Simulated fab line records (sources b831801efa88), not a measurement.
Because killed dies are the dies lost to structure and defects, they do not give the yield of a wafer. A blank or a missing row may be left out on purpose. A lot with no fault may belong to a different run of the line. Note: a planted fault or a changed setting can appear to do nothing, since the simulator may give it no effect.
Struck lot and sound lot, side by side :: flow sky130 :: 23 out of 708 route steps
Sound: wafers L772.2, L772.4, L772.6. Wafers struck: L774.1, L774.3, L774.4. At the end, the cause is stated.
For every step that has rows: the tool of each side, followed by ch and its chambers, followed by its first start. Under that, the readings that differ: sound wafers :: struck wafers :: difference of the means :: sigmas: that difference in standard deviations of wafers without a fault.
alike: same words and numbers on both sides, and readings whose means sit less than 2 such deviations apart. not compared: any withheld reading, any reading some wafer has no value for, any bound like >300 that may hide the same value, and any number with overlapping values for which the record gives no deviation.
The two part at a step that has a row with sigmas, a row that says differs or no value, or rows on one side only. Non-overlapping numbers with no deviation appear without sigmas and do not part them. A reading that every wafer of one side lacks parts them only if that side has two wafers or more.

first, 3 steps without rows for these wafers: SKY_CAP2M_EXPOSE_09 (exposes mask CAP2M, target cd 1000 nm); SKY_CAP2M_PEB_10; SKY_CAP2M_DEVELOP_11 (develop time 60 s).
SKY_CAP2M_OVL_MEAS_12:
  struck on overlay-02, day 45 19:04; sound on overlay-01, day 45 06:40
  alike: CAP2M_OVL
SKY_CAP2M_METAL_ETCH_13: etches TiN in Cl2/BCl3, stops on SiO2, target depth 220 nm, time 62.9 s.
  sound on rie_metal-03 ch 0, day 45 06:43; struck on rie_metal-01 ch 0,1, day 45 19:06
  alike: drypump_motor_current_A, oes_product_au, throttle_valve_pct
  not compared: rf_hours_counter_h
SKY_CAP2M_STRIP_14: strips in O2/N2.
  sound on plasma_asher-03 ch 0,1, day 45 06:51; struck on plasma_asher-04 ch 0,1, day 45 19:10
  alike: drypump_motor_current_A, o2_flow_sccm, oes_product_au, strip_time_to_endpoint_s
  not compared: rf_hours_counter_h
then, 6 steps without rows for these wafers: SKY_CAP2M_STRIP_15 (strips in post etch residue remover, time 1200 s); SKY_CAP2M_CLEAN_16 (cleans in IPA, time 180 s); SKY_CAP2M_CLEAN_17 (cleans in O3/DIW); SKY_METAL4_DEHYDRATE_05 (time 60 s); SKY_METAL4_HMDS_06 (prime time 60 s); SKY_METAL4_COAT_07 (resist thk 60 nm).
SKY_METAL4_COAT_08: resist thk 1140 nm.
  sound on litho_track-01 ch 0, day 45 17:00; struck on litho_track-03 ch 0, day 46 06:00
reading: model.KrF-thick_of_METAL4_COAT_08.thk_nm (nm)
sound: 1145 1143 1143
struck: 1127 1122 1126
difference: -19
sigmas: 
then, 4 steps without rows for these wafers: SKY_METAL4_SOFTBAKE_09 (time 90 s); SKY_METAL4_EXPOSE_10 (exposes mask MM4, target cd 300 nm); SKY_METAL4_PEB_11; SKY_METAL4_DEVELOP_12 (develop time 57.7 s).
SKY_METAL4_CD_MEAS_13: target cd 300 nm.
  struck on cd_sem-01, day 46 16:58; sound on cd_sem-02, day 46 04:11
  alike: cd_nm
SKY_METAL4_OVL_MEAS_14:
  struck on overlay-02, day 46 17:05; sound on overlay-01, day 46 04:17
  alike: METAL4_OVL
SKY_METAL4_DESCUM_15: chemistry O2, time 8 s.
  sound on rie_metal-03 ch 0,1, day 46 04:19; struck on rie_metal-03 ch 0,1, day 46 17:07
  alike: drypump_motor_current_A, oes_product_au
  not compared: rf_hours_counter_h
SKY_METAL4_ETCH_16: etches BARC in N2/H2, stops on SiO2, time 88.2 s, target depth 60 nm.
  sound on rie_metal-03 ch 0,1, day 46 04:21; struck on rie_metal-03 ch 0,1, day 46 17:09
reading: model.KrF-thick_of_METAL4_COAT_08.thk_nm (nm)
sound: 1082 1080 1081
struck: 1063 1059 1062
difference: -20
sigmas: 
  alike: drypump_motor_current_A, oes_product_au, throttle_valve_pct
  not compared: rf_hours_counter_h
SKY_METAL4_ETCH_17: etches SiO2 in C4F8/O2/Ar, stops on TiN, time 3.9 s, target depth 15 nm.
  sound on rie_diel-04 ch 2,3, day 46 04:27; struck on rie_diel-02 ch 0,2,3, day 46 17:14
reading: oes_product_au (a.u.)
sound: 0.758 0.769 0.777
struck: 0.742 0.747 0.766
difference: -0.016
sigmas: -2
  not compared: rf_hours_counter_h
-- the record jumps here: 3 days lie between the struck wafers' starts before and after (it left off in module METAL4 and takes up again in module PAD_OPEN, whose first step shown is number 708 of the route) --
SKY_PAD_OPEN_PROBE_99:
  struck on prober-01, day 50 00:53; sound on prober-01, day 49 15:11
  alike: defect_limited_yield, killed_at_M0_to_M3, killed_at_M4_up, killed_at_contacts, killed_at_front_end, killed_at_other, killed_dies, killed_open, killed_short, sort_bin_3_pad_short, sort_bin_5_function, sort_bin_6_memory, sort_n_pass, sort_yield_pct

WHERE THEY PART
Only at SKY_METAL4_ETCH_17, within this record. Later steps at which nothing parts them and some readings are alike: SKY_PAD_OPEN_PROBE_99.

WHY: what had been put in by the simulator
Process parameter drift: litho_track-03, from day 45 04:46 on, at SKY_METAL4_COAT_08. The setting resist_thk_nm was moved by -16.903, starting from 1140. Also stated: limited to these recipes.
